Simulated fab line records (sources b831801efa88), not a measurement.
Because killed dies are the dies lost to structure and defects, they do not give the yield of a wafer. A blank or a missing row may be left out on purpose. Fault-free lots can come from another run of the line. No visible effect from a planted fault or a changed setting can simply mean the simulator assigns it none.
Matching of chambers	flow gf180mcu	GF_MIM_CVD_05 on pecvd-04: 3 sister chambers
The step deposits Si3N4, target thk 42 nm, time 29.086 s. 20 wafers are shown with their chamber, then 10 later ones without.

## EACH WAFER AND ITS CHAMBER
wafer	chamber	heaterPowerW (W)
L075.1	0	588
L075.2	2	656
L075.3	1	646
L080.1	0	576
L080.2	1	545
L080.5	2	733
L082.1	1	650
L082.2	0	605
L082.3	2	701
L082.4	0	590
L082.5	1	629
L082.6	2	683
L084.1	0	537
L084.4	0	548
L084.5	1	617
L086.1	2	646
L086.2	1	562
L086.3	0	514
L086.4	1	556
L086.5	0	494

SIGNATURES, as means of the wafers listed above
reading	chamber 0	chamber 1	chamber 2	scatter within a chamber
heaterPowerW	556.50	600.71	683.80	40.6
Rule: for a wafer and a chamber, the distance is found by dividing, reading by reading, the gap between the wafer's reading and the chamber's mean by the reading's scatter, squaring, summing and taking the root. The wafer belongs to the nearest chamber; if the next one is less than 2 further off, it can't be placed. How the scatter is found: for the shown wafers, subtract from each reading the mean of its chamber, square and add these, divide the total by (wafers less chambers), then take the root.

## WAFERS MISSING THEIR CHAMBER
wafer	heaterPowerW (W)
L086.6	657
L088.1	548
L088.2	575
L088.4	567
L091.2	512
L091.3	643
L091.6	631
L093.1	567
L093.2	586
L093.5	688

## THE CHAMBER EACH PASSED THROUGH
wafer	from the rows above	in truth
L086.6	can't be placed: 2 or 1 or 0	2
L088.1	can't be placed: 0 or 1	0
L088.2	can't be placed: 0 or 1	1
L088.4	can't be placed: 0 or 1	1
L091.2	can't be placed: 0 or 1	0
L091.3	can't be placed: 2 or 1 or 0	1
L091.6	can't be placed: 1 or 2 or 0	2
L093.1	can't be placed: 0 or 1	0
L093.2	can't be placed: 1 or 0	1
L093.5	2	2
Correct placement for 1 of the 10. These rows do not allow placing 9 (true chamber among the candidates in 9). Wrongly placed: 0.
